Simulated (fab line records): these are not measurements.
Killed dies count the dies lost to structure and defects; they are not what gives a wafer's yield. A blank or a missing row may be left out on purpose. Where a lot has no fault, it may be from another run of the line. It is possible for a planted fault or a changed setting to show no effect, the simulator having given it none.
8D (eight disciplines) problem report, filled in by code || flow gf180mcu || the parts of the form that need people (team, actions taken, sign-off) are left out

== 1. PROBLEM STATEMENT ==
Across 2 wafers from 2 lots, V1_CVD_02_THK at GF_V1_THK_MEAS_03 averages 912 nm, while fault-free wafers read 846 nm with a standard deviation of 13. Relative to the usual mean, that is a shift of +5.1 standard deviations.
The first sign was on wafer L792.1 at day 22 21:44, on filmMetro-03. Wafers with a number at this step in the record: 31, from 11 lots. Rule for "out", or "out of limits": more than 4 standard deviations from the usual mean. The rest of the wafers with a number are treated as sound.

== 2. WHAT IT IS; WHAT IT IS NOT ==
{"question": "which readings at this step", "is": "V1_CVD_02_THK", "is not": "-"}
{"question": "which lots", "is": "L792, L793", "is not": "L776, L778, L779, L780, L782, L783, L796, L798, L799"}
{"question": "which wafers of those lots", "is": "L792.1, L793.1", "is not": "L792.2, L793.2"}
{"question": "read on which gauges", "is": "filmMetro-01, filmMetro-03", "is not": "filmMetro-02"}
{"question": "when", "is": "from day 22 21:44", "is not": "up to then (19 sound wafers); but 10 sound wafers of L793, L796, L798, L799 came after"}

== 3. SUSPECTS, AND WHAT RULES EACH OUT ==
Counting: any tool at a process step up to the reading remains a suspect provided it ran every lot that is out. Sound lots after the first of them don't rule it out here, since some wafers of a struck lot are sound.
- ruled out: the gauge at GF_V1_THK_MEAS_03. Those wafers that are out were read across 2 gauges (filmMetro-01, filmMetro-03).
- plasmaAsher-01 at GF_CONTACT_STRIP_18 (strips in O2/N2): kept. Ran every lot that is out, first one L792 (day 21 20:19); last sound lot up to then L783 (day 18 17:06).
- pecvd-03 at GF_V1_CVD_02 (deposits SiO2 from TEOS, target thk 850 nm, time 94.851 s): kept. Ran every lot that is out, first one L792 (day 22 21:38); last sound lot up to then L783 (day 19 20:11). Its own runLengthS readings are out on those wafers.
- At GF_CONTACT_STRIP_18 on plasmaAsher-01, chamber 1 took the sound wafers of the same lots and chamber 0 took the wafers that are out.
Remaining after the count are plasmaAsher-01 at GF_CONTACT_STRIP_18 and pecvd-03 at GF_V1_CVD_02.

== 4. THE CAUSE (what the simulator had put in) ==
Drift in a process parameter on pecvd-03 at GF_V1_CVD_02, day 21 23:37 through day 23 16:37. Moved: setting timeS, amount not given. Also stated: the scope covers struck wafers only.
After counting, 2 suspects remain, this tool included.

== 5. SEQUENCE OF EFFECTS, ordered by route ==
Each row: a reading where the mean over the struck wafers with a number is more than 3 standard deviations away from the usual. Only readings whose record carries a usual standard deviation are examined. hours: median over the lots of the time between each lot's start at the first step of this table that gives one and its start at this step. sigmas: the change, counted in usual standard deviations.
{"hours": 0, "step": "GF_V1_CVD_02", "reading": "runLengthS", "usual": "123.1 s", "on struck wafers": 131.2, "change": "+8.1", "sigmas": "+20"}
{"hours": 0, "step": "GF_V1_THK_MEAS_03", "reading": "V1_CVD_02_THK", "usual": "846 nm", "on struck wafers": 912, "change": "+66", "sigmas": "+5.1"}
{"hours": 0, "step": "GF_V1_CMP_04", "reading": "timeToEndpointS", "usual": "79 s", "on struck wafers": 106, "change": "+28", "sigmas": "+4.5"}
The process steps in it:
- GF_V1_CVD_02: deposits SiO2 from TEOS, target thk 850 nm, time 94.851 s.
- GF_V1_CMP_04: polishes SiO2.

== 6. HOW IT WOULD HAVE BEEN CAUGHT EARLIER ==
Counted from the fault's start at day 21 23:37, it took 22 hours until the first out-of-limits reading at a measuring or inspecting step in this record, taken at day 22 21:44.
The tool's own readings at GF_V1_CVD_02 were out on every struck wafer that the step has a row for (runLengthS): an alarm limit on them would have fired on the first of those.
Among the 2 lots that are out, L793 began GF_V1_CVD_02 on pecvd-03 after day 22 21:44. A tool hold placed at that time would have kept it from harm.
